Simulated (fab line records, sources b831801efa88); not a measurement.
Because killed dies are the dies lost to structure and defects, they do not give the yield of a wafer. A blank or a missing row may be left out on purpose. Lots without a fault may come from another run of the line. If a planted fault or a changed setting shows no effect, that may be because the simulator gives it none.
Comparing a struck lot with a sound one -- flow sky130 -- 17 steps out of a route of 708
Sound: these wafers, L172.2, L172.3, L172.4. Wafers L181.2, L181.4, L181.5 were the ones struck. The cause is given at the end.
For every step that has rows: the tool of each side, followed by ch and its chambers, followed by its first start. Under that, the readings that differ: sound wafers -- struck wafers -- difference of the means -- sigmas: that difference in standard deviations of wafers without a fault.
alike: readings with means less than 2 such deviations apart, plus words and numbers identical on both sides. not compared: withheld readings, readings lacking a value on some wafer, bounds such as >300 that could conceal the same value, and numbers that have no deviation in the record and whose values overlap.
Wherever a step has rows on one side only, a row that says differs or no value, or a row with sigmas, the two part there. When numbers do not overlap yet have no deviation, they are printed without sigmas and do not part them. A reading missing from all wafers of one side parts the sides only when that side holds two or more wafers.

SKY_GATE_OXIDE_TW_MEAS_14:
  struck on film_metro-02, day 18 05:44; sound on film_metro-02, day 14 23:16
  alike: GATE_OXIDE_TW
then, 3 steps without rows for these wafers: SKY_GATE_OXIDE_CLEAN_15 (cleans in SC1/SC2, time 150 s); SKY_GATE_OXIDE_OXIDATION_16 (stabilise 600 s, purge 300 s, target thk 3.57 nm); SKY_POLY_GATE_CVD_00 (deposits poly-Si, target thk 180 nm, time 720 s).
SKY_POLY_GATE_THK_MEAS_01:
  struck on film_metro-02, day 18 08:35; sound on film_metro-01, day 15 02:07
  alike: POLY_GATE_CVD_00_THK
then, 7 steps without rows for these wafers: SKY_RES_PROTECT_DEHYDRATE_00 (time 60 s); SKY_RES_PROTECT_HMDS_01 (prime time 60 s); SKY_RES_PROTECT_COAT_02 (resist thk 1140 nm); SKY_RES_PROTECT_SOFTBAKE_03 (time 60 s); SKY_RES_PROTECT_EXPOSE_04 (exposes mask RPM, target cd 1270 nm); SKY_RES_PROTECT_PEB_05; SKY_RES_PROTECT_DEVELOP_06 (develop time 60 s).
SKY_POLY_GATE_IMPLANT_02:
  sound on implanter-04 ch 0, day 16 05:35; struck on implanter-02 ch 0, day 19 15:22
  alike: dose_ions_cm2
SKY_RES_PROTECT_STRIP_07: strips in O2/N2.
  sound on plasma_asher-04 ch 0,1, day 16 05:43; struck on plasma_asher-04 ch 0,1, day 19 15:29
reading,sound,struck,difference,sigmas
oes_product_au (a.u.),0.522 0.520 0.518,0.494 0.496 0.489,-0.027,-6
strip_time_to_endpoint_s (s),23.33 23.36 23.34,25.00 24.96 25.06,+1.66,+35
  alike: drypump_motor_current_A
  not compared: rf_hours_counter_h
SKY_RES_PROTECT_TW_MEAS_08:
  struck on film_metro-03, day 19 15:35; sound on film_metro-01, day 16 05:50
reading,sound,struck,difference,sigmas
POLY_GATE_TW,4011 4045 4048,4124 4107 4122,+83,+3
then, 1 step without rows for these wafers: SKY_RES_PROTECT_CLEAN_09 (cleans in SC1/SC2, time 150 s).
-- a jump in the record: the struck wafers' starts before and after are 29 days apart (it breaks off in module RES_PROTECT and resumes in module PAD_OPEN, where the first step shown is number 708 of the route) --
SKY_PAD_OPEN_PROBE_99:
  struck on prober-01, day 48 20:01; sound on prober-02, day 46 17:31
reading,sound,struck,difference,sigmas
killed_at_M0_to_M3,54 49 49,42 28 37,-15,-2
killed_at_front_end,7 11 16,15 31 18,+10,+2
model.etest.res_poly.line_ohm_um,511.1 523 500.3,379.9 380.3 379.4,-131.6,
model.etest.licon_poly.rc_ohm,147 147.8 142,102.1 106.7 103.3,-41.6,
model.etest.res_poly.rs_ohm_sq,47.21 47.6 47.52,35.67 35.88 35.97,-11.60,
  alike: killed_at_M4_up, killed_at_contacts, killed_at_other, killed_dies, killed_open, killed_short

WHERE THEY PART
Earliest at SKY_RES_PROTECT_STRIP_07; latest, in this record, at SKY_PAD_OPEN_PROBE_99.

WHY: whatever the simulator had introduced
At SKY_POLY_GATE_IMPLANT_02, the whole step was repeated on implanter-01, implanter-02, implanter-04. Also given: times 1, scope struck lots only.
